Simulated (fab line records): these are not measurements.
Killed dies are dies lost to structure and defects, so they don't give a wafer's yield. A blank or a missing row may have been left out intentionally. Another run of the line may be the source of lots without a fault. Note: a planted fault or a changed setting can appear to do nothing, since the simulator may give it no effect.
A single fault, viewed from 2 desks + flow gf180mcu + numbers are kept per desk, each desk with only its own; the story behind them comes last

## TOOL OWNER'S DESK, cvd-w-01
The tool's own readings at GF_V1_CVD_23 (deposits W, target thk 350 nm, time 105.05 s): means of the sampled wafers that have a number, for each lot that ran on this tool. Marked OUT: a lot whose mean sits more than 4 standard deviations from the usual mean, which makes it out of limits; the brackets give that distance.
Columns: A = heater-power-w at GF_V1_CVD_23, usual 828 W
| lot  | first seen here | A    |
|------|-----------------|------|
| L801 | day 18 05:23    | 993  |
| L802 | day 18 09:58    | 919  |
| L808 | day 20 14:28    | 990  |
| L812 | day 22 12:50    | 991  |
| L813 | day 23 03:22    | 1042 |
| L814 | day 23 08:28    | 867  |
This desk found nothing out of limits on any of the 6 lots.

## THE METROLOGY DESK
Lot by lot, what the gauges showed, no matter which tool ran the lot: averages of those sampled wafers that carry a number. Marked OUT: a lot whose mean sits more than 4 standard deviations from the usual mean, which makes it out of limits; the brackets give that distance.
Columns: A = CONTACT_BOW at GF_CONTACT_BOW_MEAS_05, usual 65 um; B = V1_W_RS at GF_V1_RS_MEAS_24, usual 0.329 ohm/sq; C = V1_W_THK at GF_V1_THK_MEAS_25, usual 355 nm
| lot  | first seen here | A  | B               | C   |
|------|-----------------|----|-----------------|-----|
| L801 | day 15 04:33    | 69 | 0.328           | 354 |
| L802 | day 15 09:05    | 66 | 0.326           | 355 |
| L803 | day 15 17:43    | 65 | 0.331           | 352 |
| L806 | day 16 20:25    | 66 | 0.331           | 354 |
| L807 | day 17 06:17    | 64 | 0.332           | 349 |
| L808 | day 17 13:10    | 67 | 0.327           | 362 |
| L812 | day 19 11:09    | 68 | 0.275 (-18) OUT | 355 |
| L813 | day 20 01:48    | 54 | 0.251 (-25) OUT | 356 |
| L814 | day 20 06:53    | 68 | 0.277 (-17) OUT | 344 |
| L823 | day 22 19:49    | 67 | 0.331           | 356 |
| L824 | day 23 01:01    | 67 | 0.330           | 356 |
This desk's result: L812, L813, L814 out of limits, first on L812 (V1_W_RS at GF_V1_RS_MEAS_24), day 22 12:56. Within limits: L801, L802, L803, L806, L807, L808, L823, L824.

## TAKEN TOGETHER
L812, L813, L814 would have let the metrology desk raise an alarm at day 22 12:56.
The tool owner's desk saw nothing out of limits.
Tool owner's desk: L812, L813, L814 on record, inside its limits.
Of the lots named, all ran GF_V1_CVD_23 on cvd-w-01.

## WHAT THE SIMULATOR HAD INSERTED
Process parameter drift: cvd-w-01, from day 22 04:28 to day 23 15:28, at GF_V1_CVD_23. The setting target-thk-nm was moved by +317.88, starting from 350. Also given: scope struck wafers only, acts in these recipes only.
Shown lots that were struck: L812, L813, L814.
Delay in hours, fault start to first out-of-limits reading, per desk: metrology desk 8.
